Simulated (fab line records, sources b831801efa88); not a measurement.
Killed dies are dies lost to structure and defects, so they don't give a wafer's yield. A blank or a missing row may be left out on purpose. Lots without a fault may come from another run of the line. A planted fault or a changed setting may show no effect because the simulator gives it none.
Which tool did it? | flow gf180mcu | 12 lots, 36 wafers sampled, at 2 steps of a route of 602

WHAT THE GAUGES READ, wafer by wafer
GF_M1_RS_MEAS_05: measures by four-point-probe. Usual: M1_ALCU_RS 0.0696 ohm/sq, standard deviation 0.00066.
lot  | measured     | on            | M1_ALCU_RS (ohm/sq)  | flag
L511 | day 16 19:47 | film_metro-01 | 0.0689 0.0686 0.0692 |
L512 | day 17 04:32 | film_metro-03 | 0.0691 0.0688 0.0689 |
L513 | day 17 11:22 | film_metro-04 | 0.0705 0.0708 0.0710 |
L519 | day 20 00:29 | film_metro-03 | 0.0689 0.0697 0.0695 |
L525 | day 22 11:41 | film_metro-03 | 0.0685 0.0697 0.0690 |
L524 | day 22 12:41 | film_metro-03 | 0.0700 0.0704 0.0707 |
L526 | day 22 13:57 | film_metro-03 | 0.0693 0.0697 0.0693 |
L528 | day 22 20:23 | film_metro-01 | 0.0692 0.0682 0.0682 |
L529 | day 23 18:57 | film_metro-04 | 0.0696 0.0697 0.0699 |
L530 | day 23 23:31 | film_metro-03 | 0.0694 0.0696 0.0697 |
L531 | day 24 11:50 | film_metro-03 | 0.0688 0.0693 0.0695 |
L532 | day 24 19:53 | film_metro-03 | 0.0694 0.0695 0.0699 |

WHICH TOOL RAN EACH LOT (tool, then ch and the chambers of the sampled wafers, then the start)
lot  | GF_M1_SPUTTER_02
L511 | pvd_sputter-02, day 16 19:41
L512 | pvd_sputter-04, day 17 04:26
L513 | pvd_sputter-04, day 17 11:17
L519 | pvd_sputter-02, day 20 00:23
L525 | pvd_sputter-04, day 22 11:35
L524 | pvd_sputter-03, day 22 12:34
L526 | pvd_sputter-02, day 22 13:50
L528 | pvd_sputter-02, day 22 20:16
L529 | pvd_sputter-02, day 23 18:52
L530 | pvd_sputter-03, day 23 23:25
L531 | pvd_sputter-02, day 24 11:43
L532 | pvd_sputter-04, day 24 19:46
- GF_M1_SPUTTER_02: material AlCu, target thk 450 nm, time 23.9 s.

WHAT THE TOOLS THEMSELVES READ (means of the sampled wafers that have a number; where no wafer has one, the mark that the record gives instead)
GF_M1_SPUTTER_02. Usual: throttle_valve_pct 30.5 %, standard deviation 0.6.
lot  | tool           | throttle_valve_pct (%) | flag
L511 | pvd_sputter-02 | 30.6                   |
L512 | pvd_sputter-04 | 30.6                   |
L513 | pvd_sputter-04 | 31.0                   |
L519 | pvd_sputter-02 | 30.6                   |
L525 | pvd_sputter-04 | 30.7                   |
L524 | pvd_sputter-03 | 30.2                   |
L526 | pvd_sputter-02 | 30.6                   |
L528 | pvd_sputter-02 | 30.6                   |
L529 | pvd_sputter-02 | 30.8                   |
L530 | pvd_sputter-03 | 29.9                   |
L531 | pvd_sputter-02 | 30.9                   |
L532 | pvd_sputter-04 | 31.0                   |

THE ANSWER, worked out from the rows above alone
Rule: a lot is off if the mean of its wafers that have a number lies more than 3 standard deviations from the usual mean. A lot without any number at a reading at which 4 lots or more have one is off too. The other lots that the step has rows for count as sound. The gauges are gone through in route order, then the tools' own readings, and for those a lot's mean is taken as printed above. The first step at which some lot is off is used, and at that step the reading that is off furthest; a lot without a number counts as furthest.
No lot is off at any reading shown: from this, nothing can be told.

WHAT THE SIMULATOR HAD PUT IN
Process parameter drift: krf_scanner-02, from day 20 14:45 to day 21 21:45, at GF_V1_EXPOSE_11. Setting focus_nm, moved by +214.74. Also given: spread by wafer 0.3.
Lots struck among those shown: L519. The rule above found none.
